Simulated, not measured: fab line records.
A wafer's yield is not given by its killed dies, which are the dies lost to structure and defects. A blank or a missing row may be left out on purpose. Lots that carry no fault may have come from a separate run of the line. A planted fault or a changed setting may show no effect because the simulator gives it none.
Matching of chambers / flow sky130 / SKY_VIA4_CMP_02 on cmp-01 has 4 sister chambers
The step polishes SiO2. 27 wafers are shown with their chamber, then 12 later ones without.

== WAFERS, EACH WITH ITS CHAMBER ==
wafer=L075.1; chamber=2; motor-current-A (A)=10.7; slurry-filter-dp-kPa (kPa)=13.65
wafer=L075.2; chamber=3; motor-current-A (A)=12.0; slurry-filter-dp-kPa (kPa)=13.62
wafer=L075.5; chamber=3; motor-current-A (A)=12.7; slurry-filter-dp-kPa (kPa)=13.31
wafer=L077.4; chamber=3; motor-current-A (A)=11.7; slurry-filter-dp-kPa (kPa)=13.55
wafer=L077.5; chamber=1; motor-current-A (A)=13.0; slurry-filter-dp-kPa (kPa)=13.58
wafer=L077.6; chamber=2; motor-current-A (A)=11.5; slurry-filter-dp-kPa (kPa)=13.35
wafer=L076.2; chamber=0; motor-current-A (A)=12.1; slurry-filter-dp-kPa (kPa)=13.36
wafer=L076.4; chamber=3; motor-current-A (A)=11.9; slurry-filter-dp-kPa (kPa)=13.24
wafer=L076.6; chamber=2; motor-current-A (A)=11.3; slurry-filter-dp-kPa (kPa)=13.24
wafer=L078.2; chamber=0; motor-current-A (A)=12.7; slurry-filter-dp-kPa (kPa)=13.51
wafer=L078.3; chamber=3; motor-current-A (A)=12.0; slurry-filter-dp-kPa (kPa)=13.51
wafer=L078.6; chamber=1; motor-current-A (A)=12.9; slurry-filter-dp-kPa (kPa)=13.68
wafer=L079.1; chamber=3; motor-current-A (A)=11.6; slurry-filter-dp-kPa (kPa)=13.58
wafer=L079.2; chamber=0; motor-current-A (A)=12.3; slurry-filter-dp-kPa (kPa)=13.60
wafer=L079.6; chamber=3; motor-current-A (A)=11.7; slurry-filter-dp-kPa (kPa)=13.24
wafer=L082.4; chamber=3; motor-current-A (A)=12.1; slurry-filter-dp-kPa (kPa)=13.47
wafer=L082.5; chamber=3; motor-current-A (A)=12.4; slurry-filter-dp-kPa (kPa)=13.63
wafer=L082.6; chamber=0; motor-current-A (A)=12.7; slurry-filter-dp-kPa (kPa)=13.48
wafer=L081.1; chamber=1; motor-current-A (A)=12.0; slurry-filter-dp-kPa (kPa)=13.58
wafer=L081.5; chamber=2; motor-current-A (A)=11.0; slurry-filter-dp-kPa (kPa)=13.23
wafer=L081.6; chamber=1; motor-current-A (A)=12.6; slurry-filter-dp-kPa (kPa)=13.25
wafer=L084.3; chamber=1; motor-current-A (A)=12.5; slurry-filter-dp-kPa (kPa)=13.56
wafer=L084.4; chamber=3; motor-current-A (A)=11.3; slurry-filter-dp-kPa (kPa)=13.76
wafer=L084.6; chamber=3; motor-current-A (A)=11.6; slurry-filter-dp-kPa (kPa)=13.60
wafer=L085.3; chamber=0; motor-current-A (A)=12.5; slurry-filter-dp-kPa (kPa)=13.53
wafer=L085.5; chamber=3; motor-current-A (A)=11.9; slurry-filter-dp-kPa (kPa)=13.58
wafer=L085.6; chamber=2; motor-current-A (A)=11.3; slurry-filter-dp-kPa (kPa)=13.38

SIGNATURES, as means of the wafers listed above
reading=motor-current-A; chamber 0=12.460; chamber 1=12.600; chamber 2=11.160; chamber 3=11.908; scatter within a chamber=0.352
reading=slurry-filter-dp-kPa; chamber 0=13.4960; chamber 1=13.5300; chamber 2=13.3700; chamber 3=13.5075; scatter within a chamber=0.154
Rule: a wafer's distance from a chamber is the root of the sum, over the readings, of the square of ((its reading less the chamber's mean) divided by the reading's scatter). The wafer belongs to the nearest chamber; if the next one is less than 2 further off, it can't be placed. The scatter is the square root of a quotient: the sum, over the shown wafers, of each reading's squared deviation from its chamber's mean, divided by wafers minus chambers.

== WAFERS WHOSE CHAMBER IS MISSING ==
wafer=L086.2; motor-current-A (A)=10.9; slurry-filter-dp-kPa (kPa)=13.59
wafer=L086.5; motor-current-A (A)=11.8; slurry-filter-dp-kPa (kPa)=13.46
wafer=L086.6; motor-current-A (A)=10.5; slurry-filter-dp-kPa (kPa)=13.59
wafer=L092.1; motor-current-A (A)=11.7; slurry-filter-dp-kPa (kPa)=13.36
wafer=L092.2; motor-current-A (A)=12.9; slurry-filter-dp-kPa (kPa)=13.27
wafer=L092.4; motor-current-A (A)=10.5; slurry-filter-dp-kPa (kPa)=13.32
wafer=L094.2; motor-current-A (A)=12.1; slurry-filter-dp-kPa (kPa)=13.29
wafer=L094.3; motor-current-A (A)=11.1; slurry-filter-dp-kPa (kPa)=13.35
wafer=L094.5; motor-current-A (A)=11.8; slurry-filter-dp-kPa (kPa)=13.47
wafer=L096.2; motor-current-A (A)=12.6; slurry-filter-dp-kPa (kPa)=13.62
wafer=L096.5; motor-current-A (A)=11.8; slurry-filter-dp-kPa (kPa)=13.51
wafer=L096.6; motor-current-A (A)=12.1; slurry-filter-dp-kPa (kPa)=13.63

== WHICH CHAMBER EACH WENT THROUGH ==
wafer=L086.2; from the rows above=can't be placed: 2 or 3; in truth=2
wafer=L086.5; from the rows above=can't be placed: 3 or 0 or 2 or 1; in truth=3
wafer=L086.6; from the rows above=can't be placed: 2 or 3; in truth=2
wafer=L092.1; from the rows above=can't be placed: 3 or 2 or 0 or 1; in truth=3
wafer=L092.2; from the rows above=can't be placed: 1 or 0 or 3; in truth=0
wafer=L092.4; from the rows above=2; in truth=2
wafer=L094.2; from the rows above=can't be placed: 3 or 0 or 1 or 2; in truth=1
wafer=L094.3; from the rows above=2; in truth=2
wafer=L094.5; from the rows above=can't be placed: 3 or 0 or 2 or 1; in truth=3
wafer=L096.2; from the rows above=can't be placed: 1 or 0 or 3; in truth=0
wafer=L096.5; from the rows above=can't be placed: 3 or 0 or 2 or 1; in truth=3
wafer=L096.6; from the rows above=can't be placed: 3 or 0 or 1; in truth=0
Correct placement for 2 of the 12. Unplaceable from these rows: 10, with the true chamber sitting among the candidates in 10. Placed wrongly: 0.
